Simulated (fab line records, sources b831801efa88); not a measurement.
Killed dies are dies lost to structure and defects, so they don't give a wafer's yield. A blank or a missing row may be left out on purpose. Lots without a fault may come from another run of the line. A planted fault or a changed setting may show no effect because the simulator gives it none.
fab line records | flow sky130
record lots=11 wafers=33 last_day=49
route steps=708 shown CONTACT@406 METAL2@494 PAD_OPEN@708
lots that met no fault: from a run of the same line without faults
start_h: hours from the record's first day to the start of the lot's first wafer shown | wait_h: hours since the lot's step before | " the same as in the row above | L1.1+2: a row that stands for several wafers | - no value, or no start given | * or withheld: withheld | < > ~ a bound
route shown NAME@n: a module of which the file shows steps, and the number in the route of the first | usual: mean/standard deviation of fault-free wafers | same: alike in all rows | chamber/n: place in a boat | sites: the reading at each site | _std_site: their standard deviation | _edge_site: outer sites' mean less inner sites' | radius_mm: how far each site lies from the wafer's centre | mask NAME#n: copy n | behind: the tool/chamber that last shaped the wafer | hold: why the lot was held/for how many hours/how that ended | device: the transistor (n, p or np) that didn't switch | end of line: the same wafers' tests at the end of the route | a step without rows: its recipe alone | killed: dies lost to structure and defects at the first sort, not the wafer's yield | map: a wafer's dies, x killed, . not, _ none there
set.NAME: the setting as run; set.NAME@STEP: as run at that earlier step | model.NAME: the simulator's own value behind a step, which no gauge read
steps of the route over a sample of lots; a table a step, a row a wafer
services: from which hour (start_h, from the record's first day; less than 0 if before it) a tool's chamber was out of use, for how many hours, and why
## steps
# step SKY_CONTACT_CVD_00
# recipe material=Si3N4 target_thk_nm=75 temp_c=400 time_s=withheld rf_w=450
# usual heater_power_w=663/110
# columns lot.wafer tool chamber start_h wait_h heater_power_w
L796.3 pecvd-01 1 762.72 0.0 574
L796.4 " 1 " " 579
L796.6 " 2 " " 553
L795.4 pecvd-02 1 765.73 0.0 805
L795.5 " 0 " " 830
L795.6 " 2 " " 718
L797.2 pecvd-01 2 769.43 0.0 611
L797.3 " 2 " " 604
L797.5 " 2 " " 619
L798.2 pecvd-01 2 771.58 0.0 629
L798.4 " 1 " " 569
L798.6 " 1 " " 575
L799.1 pecvd-02 1 777.90 0.0 807
L799.3 " 2 " " 720
L799.4 " 0 " " 732
L800.2 pecvd-01 2 780.96 0.0 559
L800.3 " 1 " " 476
L800.6 " 2 " " 576
L801.3 pecvd-02 0 798.60 0.0 785
L801.4 " 1 " " 717
L801.6 " 2 " " 668
L809.3 pecvd-01 0 853.25 0.0 627
L809.5 " 1 " " 574
L809.6 " 2 " " 620
L810.2 pecvd-02 0 860.51 0.0 762
L810.3 " 1 " " 774
L810.4 " 0 " " 758
L811.1 pecvd-04 2 861.66 0.0 710
L811.2 " 1 " " 749
L811.5 " 2 " " 685
L812.1 pecvd-01 1 867.11 0.0 561
L812.2 " 0 " " 608
L812.4 " 0 " " 598
# step SKY_CONTACT_ETCH_16
# recipe chemistry=N2/H2 target=BARC ion_energy_ev=200 source_w=500 bias_w=100 pressure_mtorr=30 n2_flow_sccm=100 h2_flow_sccm=200 stop_on=SiO2 time_s=45.9 target_depth_a=600
# usual chamber_pressure_mTorr=29.999/0.028 drypump_motor_current_A=5.6/0.45 oes_product_au=0.854/0.0047 throttle_valve_pct=13.225/0.01
# columns lot.wafer tool chamber start_h wait_h chamber_pressure_mTorr drypump_motor_current_A oes_product_au rf_hours_counter_h throttle_valve_pct
L796.3 rie_diel-04 2 788.07 0.0 30.034 6.4 0.853 18 13.219
L796.4 " 3 " " 29.952 5.8 0.857 24 13.235
L796.6 " 0 " " 29.968 6.2 0.856 - 13.231
L795.4 rie_diel-03 0 790.82 0.0 29.991 5.1 0.851 9 13.231
L795.5 " 2 " " 30.014 5.7 0.858 - 13.221
L795.6 " 3 " " 29.961 5.3 0.853 - 13.227
L797.2 rie_diel-03 3 796.30 0.0 29.956 5.3 0.857 8 13.235
L797.3 " 2 " " 30.056 5.8 0.859 11 13.223
L797.5 " 1 " " 29.956 5.0 0.853 - 13.214
L798.2 rie_diel-03 1 798.62 0.0 29.958 5.0 0.851 19 13.219
L798.4 " 2 " " 30.004 5.8 0.849 11 13.226
L798.6 " 3 " " 29.965 5.3 0.850 - 13.216
L799.1 rie_diel-03 3 804.70 0.0 30.025 5.3 0.857 8 13.232
L799.3 " 1 " " 29.994 5.0 0.852 20 13.220
L799.4 " 2 " " 30.001 5.8 0.846 11 13.228
L800.2 rie_diel-02 0 807.62 0.0 30.033 5.2 0.855 11 13.220
L800.3 " 3 " " 30.007 5.1 0.850 11 13.220
L800.6 " 3 " " 30.033 5.2 0.858 - 13.236
L801.3 rie_diel-03 3 826.44 0.0 30.037 5.2 0.846 9 13.236
L801.4 " 2 " " 30.004 5.8 0.857 12 13.220
L801.6 " 2 " " 30.048 5.7 0.854 - 13.234
L809.3 rie_diel-02 0 879.10 0.0 30.003 5.2 0.853 14 13.213
L809.5 " 3 " " 30.053 5.1 0.858 - 13.224
L809.6 " 2 " " 29.956 5.2 0.856 - 13.219
L810.2 rie_diel-04 2 887.23 0.0 29.966 6.4 0.857 21 13.231
L810.3 " 1 " " 29.983 5.6 0.865 9 13.231
L810.4 " 0 " " 30.027 6.2 0.856 0 13.218
L811.1 rie_diel-02 3 888.10 0.0 29.993 5.1 0.865 14 13.225
L811.2 " 1 " " 29.956 5.7 0.847 6 13.222
L811.5 " 0 " " 30.003 5.2 0.861 - 13.225
L812.1 rie_diel-03 0 893.64 0.0 30.009 5.1 0.855 13 13.236
L812.2 " 3 " " 30.002 5.3 0.855 12 13.199
L812.4 " 2 " " 29.953 5.8 0.857 15 13.230
# step SKY_METAL2_SOFTBAKE_11
# recipe temp_c=100 time_s=90 resist=KrF-thick
# usual heater_power_total_W=57.35/0.12 plate_temp_C=100.03/0.13
# columns lot.wafer tool chamber start_h wait_h heater_power_total_W plate_temp_C
L796.3 litho_track-04 0 859 - 57.59 100.09
L796.4 " 0 " " 57.38 99.75
L796.6 " 0 " " 57.59 99.85
L795.4 litho_track-04 0 860 - 57.23 99.88
L795.5 " 0 " " 57.45 99.83
L795.6 " 0 " " 57.23 100.03
L797.2 litho_track-04 0 866 - 57.45 100.20
L797.3 " 0 " " 57.24 100.29
L797.5 " 0 " " 57.26 100.27
L798.2 litho_track-03 0 867 - 57.49 99.87
L798.4 " 0 " " 57.45 99.97
L798.6 " 0 " " 57.41 99.92
L799.1 litho_track-04 0 874 - 55.03 97.20
L799.3 " 0 " " 55.34 97.15
L799.4 " 0 " " 54.96 97.30
L800.2 litho_track-04 0 878 - 54.97 97.10
L800.3 " 0 " " 54.90 96.91
L800.6 " 0 879 - 55.25 96.96
L801.3 litho_track-03 0 894 - 57.57 99.85
L801.4 " 0 " " 57.32 99.89
L801.6 " 0 " " 57.25 99.77
L809.3 litho_track-01 0 943 - 57.25 100.02
L809.5 " 0 " " 57.28 100.05
L809.6 " 0 " " 57.24 100.15
L810.2 litho_track-04 0 953 - 57.18 99.97
L810.3 " 0 " " 57.48 99.91
L810.4 " 0 " " 57.32 99.94
L811.1 litho_track-01 0 954 - 57.31 99.90
L811.2 " 0 " " 57.43 99.96
L811.5 " 0 " " 57.21 100.03
L812.1 litho_track-04 0 959 - 57.39 100.17
L812.2 " 0 " " 57.32 100.10
L812.4 " 0 " " 57.27 100.05
# step SKY_METAL2_ETCH_18
# recipe chemistry=N2/H2 target=BARC ion_energy_ev=200 bias_w=100 pressure_mtorr=30 n2_flow_sccm=100 h2_flow_sccm=200 icp_w=500 stop_on=SiO2 time_s=45.9 target_depth_a=600
# usual chamber_pressure_mTorr=30.002/0.028 drypump_motor_current_A=5.6/0.63 oes_product_au=0.855/0.0053 throttle_valve_pct=13.225/0.0091
# columns lot.wafer tool chamber start_h wait_h chamber_pressure_mTorr drypump_motor_current_A oes_product_au rf_hours_counter_h throttle_valve_pct
L796.3 rie_metal-02 0 872.05 0.0 29.995 5.5 0.860 - 13.231
L796.4 " 1 " " 29.938 6.1 0.850 - 13.235
L796.6 " 1 " " 29.967 6.1 0.859 - 13.220
L795.4 rie_metal-04 0 873.40 0.1 29.951 4.7 0.853 - 13.228
L795.5 " 0 " " 30.046 4.7 0.861 - 13.209
L795.6 " 0 " " 29.972 4.7 0.849 - 13.250
L797.2 rie_metal-04 0 879.61 0.1 29.961 4.7 0.855 - 13.224
L797.3 " 0 " " 29.998 4.6 0.851 - 13.217
L797.5 " 0 " " 30.039 4.6 0.851 - 13.235
L798.2 rie_metal-02 1 882.30 0.0 29.996 6.1 0.858 18 13.220
L798.4 " 0 " " 30.039 5.5 0.844 - 13.228
L798.6 " 0 " " 29.977 5.5 0.851 - 13.238
L799.1 rie_metal-04 1 887.62 0.0 29.980 5.7 0.858 0 13.228
L799.3 " 1 " " 30.000 5.7 0.858 - 13.233
L799.4 " 0 " " 30.006 4.6 0.853 - 13.225
L800.2 rie_metal-02 0 891.34 0.1 30.020 5.5 0.850 - 13.232
L800.3 " 0 " " 29.969 5.5 0.848 - 13.227
L800.6 " 0 " " 30.015 5.5 0.856 - 13.225
L801.3 rie_metal-03 0 907.70 0.0 30.026 6.1 0.855 - 13.223
L801.4 " 1 " " 29.994 6.4 0.849 - 13.236
L801.6 " 1 " " 30.030 6.4 0.853 - 13.234
L809.3 rie_metal-02 1 956.40 0.0 30.010 6.1 0.846 - 13.207
L809.5 " 1 " " 30.010 6.1 0.855 - 13.226
L809.6 " 0 " " 29.985 5.6 0.851 - 13.212
L810.2 rie_metal-04 0 965.25 0.0 29.971 4.7 0.862 17 13.230
L810.3 " 0 " " 29.996 4.6 0.857 - 13.220
L810.4 " 1 " " 29.988 5.7 0.861 - 13.213
L811.1 rie_metal-03 0 966.38 0.0 30.001 6.1 0.857 12 13.237
L811.2 " 1 " " 29.989 6.5 0.861 13 13.241
L811.5 " 1 " " 30.009 6.5 0.851 - 13.220
L812.1 rie_metal-02 0 970.33 0.0 30.014 5.5 0.852 18 13.228
L812.2 " 1 " " 30.025 6.1 0.854 4 13.225
L812.4 " 1 " " 30.008 6.1 0.861 - 13.214
# step SKY_PAD_OPEN_PROBE_99
# usual defect_limited_yield=82.7/1.9 killed_at_M0_to_M3=43/6.8 killed_at_M4_up=2.9/1.7 killed_at_contacts=24/5.4 killed_at_front_end=15/4.8 killed_at_other=0.3/0.57 killed_dies=85/9.4 killed_open=47/7.5 killed_short=38/5.7 sort_bin_3_pad_short=0.8/0.37 sort_bin_5_function=10.2/1.5 sort_bin_6_memory=6.2/1.1 sort_n_pass=407/9.4 sort_yield_pct=82.7/1.9
# same gross_dies=492 killed_at_back_side=0 sort_bin_4_leakage[%]=0 sort_bin_8_speed[%]=0
# columns lot.wafer tool chamber start_h wait_h defect_limited_yield[%] killed_at_M0_to_M3 killed_at_M4_up killed_at_contacts killed_at_front_end killed_at_other killed_dies killed_open killed_short sort_bin_3_pad_short[%] sort_bin_5_function[%] sort_bin_6_memory[%] sort_n_pass sort_yield_pct[%]
L799.1 prober-02 - 1126.15 0.1 81.3 45 3 21 23 0 92 51 41 1.0 10.2 7.5 400 81.3
L799.3 prober-02 - 1126.25 0.2 78.9 50 3 33 17 1 104 61 43 1.2 12.2 7.7 388 78.9
L799.4 prober-02 - 1126.30 0.2 84.6 26 4 22 23 1 76 33 43 1.0 8.7 5.7 416 84.6
# killed by level:class
L799.1 CONTACT:geometric_particle:open=9 VIA2:geometric_particle:open=9 VIA3:geometric_particle:open=8 VIA1:geometric_particle:open=7 METAL2:geometric_particle:short=6 FIELD_ISO:geometric_particle:open=5 POLY_GATE:geometric_particle:open=5 LOCAL_INTERCONNECT:geometric_particle:short=5
L799.3 CONTACT:geometric_particle:open=16 VIA1:geometric_particle:open=11 VIA3:geometric_particle:open=9 METAL2:geometric_particle:short=7 FIELD_ISO:geometric_particle:open=6 CONTACT:geometric_particle:short=6 VIA2:geometric_particle:open=6 LI_CONTACT:geometric_particle:open=5
L799.4 CONTACT:geometric_particle:open=8 FIELD_ISO:geometric_particle:short=6 LI_CONTACT:geometric_particle:open=6 POLY_GATE:geometric_particle:short=5 VIA2:geometric_particle:short=5 FIELD_ISO:geometric_particle:open=4 VIA2:geometric_particle:open=4 VIA1:geometric_particle:open=4
## services
# columns tool chamber start_h hours kind
rie_diel-04 - 741.66 2.3 repair
pecvd-01 - 743.36 14.6 pm
pecvd-04 - 749.50 6.0 pm
pecvd-01 1 765.39 5.4 repair
pecvd-01 2 765.78 2.1 scheduled_down
pecvd-01 0 767.70 15.5 repair
rie_metal-03 - 768.53 1.6 repair
pecvd-04 1 792.46 6.1 repair
rie_diel-02 1 795.12 15.3 repair
rie_diel-02 0 799.21 5.2 repair
pecvd-02 - 808.35 6.0 pm
rie_diel-04 - 827.82 2.8 pm
rie_diel-04 0 841.64 2.7 repair
pecvd-04 - 847.84 0.6 repair
rie_diel-04 2 854.04 5.2 repair
rie_diel-04 0 859.90 2.7 repair
pecvd-02 2 865.09 14.4 repair
rie_diel-04 3 869.59 3.9 repair
rie_diel-04 2 870.72 9.8 repair
rie_metal-04 - 878.12 0.5 repair
pecvd-01 2 904.57 5.5 scheduled_down
rie_diel-02 3 916.88 13.5 repair
pecvd-04 0 928.79 12.5 repair
rie_diel-02 3 954.74 7.6 repair
## key
first_sign step=SKY_METAL2_SOFTBAKE_11 reading=plate_temp_C direction=down sigmas=23 usual=* struck=*
effect step=SKY_METAL2_SOFTBAKE_11 reading=heater_power_total_W direction=down sigmas=18 usual=* struck=*
met_at SKY_METAL2_SOFTBAKE_11
struck_lots L799,L800
not_acting_at SKY_CONTACT_CVD_00,SKY_CONTACT_ETCH_16,SKY_METAL2_ETCH_18
onset_between 866 874
fault kind=process_parameter_drift tool=litho_track-04 chamber=- onset_h=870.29 steps=SKY_METAL2_SOFTBAKE_11 channel=temp_c offset=* shape=step end_h=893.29 acts_in=* stated=*
